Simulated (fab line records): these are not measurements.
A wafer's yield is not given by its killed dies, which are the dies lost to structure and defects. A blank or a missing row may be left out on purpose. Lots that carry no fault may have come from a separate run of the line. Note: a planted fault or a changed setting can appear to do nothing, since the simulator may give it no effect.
2 desks looking at one fault || flow gf180mcu || what lay behind the numbers comes last; until then each desk has only its own

== THE METROLOGY DESK ==
What the gauges read for every lot (on any tool): the sampled wafers with a number, averaged. The brackets show how far a lot's mean lies from the usual mean; more than 4 standard deviations puts the lot out of limits, marked OUT.
Columns: A = VT_IMPLANT_02_OVL at GF_VT_IMPLANT_OVL_MEAS_29, usual -0.4 nm; B = VT_IMPLANT_4_TW at GF_VT_IMPLANT_TW_MEAS_43, usual 684; C = HV_LDD_RS at GF_HV_LDD_RS_MEAS_53, usual 418.2 ohm/sq
{"lot": "L486", "first seen here": "day 6 21:45", "A": -0.7, "B": 672, "C": 418.0}
{"lot": "L487", "first seen here": "day 7 04:28", "A": 0.0, "B": 687, "C": 417.8}
{"lot": "L488", "first seen here": "day 7 10:26", "A": 1.6, "B": 688, "C": 418.8}
{"lot": "L490", "first seen here": "day 8 00:20", "A": -1.2, "B": 681, "C": 418.6}
{"lot": "L491", "first seen here": "day 8 07:23", "A": -0.3, "B": 689, "C": 418.5}
{"lot": "L492", "first seen here": "day 8 10:31", "A": 0.7, "B": 683, "C": 417.8}
{"lot": "L493", "first seen here": "day 8 17:04", "A": -1.8, "B": 689, "C": 418.5}
{"lot": "L494", "first seen here": "day 9 00:27", "A": -0.5, "B": 684, "C": 417.8}
{"lot": "L495", "first seen here": "day 9 08:25", "A": 2.0, "B": 688, "C": 417.1}
{"lot": "L501", "first seen here": "day 10 22:55", "A": 0.7, "B": 688, "C": "422.0 (+4.8) OUT"}
{"lot": "L504", "first seen here": "day 11 18:46", "A": -1.1, "B": 677, "C": 419.8}
{"lot": "L505", "first seen here": "day 12 00:33", "A": 0.0, "B": 678, "C": 420.1}
{"lot": "L509", "first seen here": "day 13 01:55", "A": 0.5, "B": 677, "C": 418.6}
This desk's result: L501 out of limits, first on L501 (HV_LDD_RS at GF_HV_LDD_RS_MEAS_53), day 17 11:37. Within limits: L486, L487, L488, L490, L491, L492, L493, L494, L495, L504, L505, L509.

== THE TOOL OWNER'S DESK: implanter-03 ==
GF_HV_LDD_IMPLANT_33, tool's own readings: per-lot mean of the sampled wafers with a number, covering each lot this tool ran. The brackets show how far a lot's mean lies from the usual mean; more than 4 standard deviations puts the lot out of limits, marked OUT.
Columns: A = beam-on-s at GF_HV_LDD_IMPLANT_33, usual 10.02 s; B = faraday-current-uA at GF_HV_LDD_IMPLANT_33, usual 42.2
{"lot": "L487", "first seen here": "day 11 20:19", "A": 10.06, "B": 41.9}
{"lot": "L488", "first seen here": "day 12 06:12", "A": 10.07, "B": 42.2}
{"lot": "L492", "first seen here": "day 13 09:23", "A": 10.02, "B": 42.2}
{"lot": "L501", "first seen here": "day 16 12:05", "A": "8.43 (-7.5) OUT", "B": "50.4 (+9.2) OUT"}
{"lot": "L504", "first seen here": "day 17 10:07", "A": 9.18, "B": "46.5 (+4.8) OUT"}
{"lot": "L505", "first seen here": "day 17 20:03", "A": "8.88 (-5.4) OUT", "B": "48.0 (+6.5) OUT"}
This desk's verdict: out of limits on L501, L504, L505, starting with L501 at day 16 12:05 (beam-on-s at GF_HV_LDD_IMPLANT_33). Within limits: L487, L488, L492.

== TAKEN TOGETHER ==
An alarm could have come from the tool owner's desk at day 16 12:05, on L501, L504, L505.
Metrology desk: alarm possible at day 17 11:37 on L501.
The metrology desk holds a record of L504, L505, inside its limits.
Of the lots named, all ran GF_HV_LDD_IMPLANT_33 on implanter-03.

== WHAT WAS PUT IN BY THE SIMULATOR ==
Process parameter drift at GF_HV_LDD_IMPLANT_33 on implanter-03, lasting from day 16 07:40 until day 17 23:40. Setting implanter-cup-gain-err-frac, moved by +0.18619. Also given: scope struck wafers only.
Lots struck among those shown: L501, L504, L505.
Hours from the fault's start to each desk's first reading out of limits: the tool owner's desk, 4; the metrology desk, 28.
